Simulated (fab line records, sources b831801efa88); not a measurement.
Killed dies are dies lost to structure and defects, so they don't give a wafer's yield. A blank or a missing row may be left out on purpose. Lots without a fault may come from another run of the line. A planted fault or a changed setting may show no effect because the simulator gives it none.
Which tool did it? | flow sky130 | 14 lots, 42 wafers sampled, at 2 steps of a route of 708

WHAT THE GAUGES READ, wafer by wafer
SKY_VT_ADJUST_NCORE_CD_MEAS_07: target cd 380 nm.
lot  | measured     | on        | cd_nm (nm)
L426 | day 9 17:44  | cd_sem-02 | 381.0 380.3 379.8
L427 | day 9 18:52  | cd_sem-02 | 380.1 379.3 380.6
L429 | day 10 08:13 | cd_sem-01 | 381.3 381.6 381.9
L428 | day 10 09:34 | cd_sem-01 | 377.1 377.2 378.1
L431 | day 11 01:43 | cd_sem-02 | 381.4 379.7 379.7
L432 | day 11 15:43 | cd_sem-01 | 381.5 383.6 382.4
L435 | day 12 13:18 | cd_sem-02 | 381.1 379.2 377.7
L434 | day 12 14:06 | cd_sem-02 | 381.8 381.4 378.6
L438 | day 13 05:30 | cd_sem-01 | 375.5 378.0 379.5
L443 | day 14 05:35 | cd_sem-01 | 380.8 380.3 381.8
L444 | day 14 18:29 | cd_sem-01 | 375.9 376.4 379.3
L445 | day 14 20:56 | cd_sem-01 | 379.3 380.6 380.3
L446 | day 14 22:42 | cd_sem-02 | 381.9 383.5 382.5
L447 | day 15 15:19 | cd_sem-01 | 380.1 380.3 379.8

SKY_VT_ADJUST_NCORE_OVL_MEAS_08.
lot  | measured     | on         | VT_ADJUST_NCORE_OVL (nm)
L426 | day 9 17:52  | overlay-01 | 1.1 0.9 0.8
L427 | day 9 18:57  | overlay-02 | 1.4 1.5 0.4
L429 | day 10 08:20 | overlay-02 | 1.9 0.6 1.2
L428 | day 10 09:40 | overlay-02 | 3.3 3.6 1.0
L431 | day 11 01:49 | overlay-01 | 0.5 -0.7 -0.2
L432 | day 11 15:48 | overlay-01 | 0.8 -0.5 0.3
L435 | day 12 13:23 | overlay-02 | 3.0 1.9 0.7
L434 | day 12 14:13 | overlay-02 | 2.1 0.9 0.1
L438 | day 13 05:37 | overlay-01 | -0.6 -1.0 0.7
L443 | day 14 05:42 | overlay-02 | 2.5 1.1 2.2
L444 | day 14 18:34 | overlay-01 | -1.2 0.1 -0.5
L445 | day 14 21:03 | overlay-01 | 0.1 0.3 1.4
L446 | day 14 22:49 | overlay-02 | 1.8 2.7 0.3
L447 | day 15 15:26 | overlay-02 | 1.3 1.7 1.5

WHICH TOOL RAN EACH LOT (tool, then ch and the chambers of the sampled wafers, then the start)
The record holds no process step before these readings.

WHAT THE TOOLS THEMSELVES READ (means of the sampled wafers that have a number; where no wafer has one, the mark that the record gives instead)
The record holds no such reading with a usual standard deviation.

THE ANSWER, worked out from the rows above alone
Rule: what is usual is taken from the lots themselves. Put in order of their means at a reading, lots are off if they are a third of the lots or fewer, leave a main group of 4 or more, and stand apart from it by a gap of 3 or more times the standard deviation of the main group's means; of several such gaps the widest counts. A main group whose means are all the same, to the digits that the tables above print for the reading, isn't used. A lot without any number at a reading at which 4 lots or more have one is off too. The other lots that the step has rows for count as sound. The gauges are gone through in route order, then the tools' own readings, and for those a lot's mean is taken as printed above. The first step at which some lot is off is used, and at that step the reading that is off furthest; a lot without a number counts as furthest.
No lot is off at any reading shown: from this, nothing can be told.

WHAT THE SIMULATOR HAD PUT IN
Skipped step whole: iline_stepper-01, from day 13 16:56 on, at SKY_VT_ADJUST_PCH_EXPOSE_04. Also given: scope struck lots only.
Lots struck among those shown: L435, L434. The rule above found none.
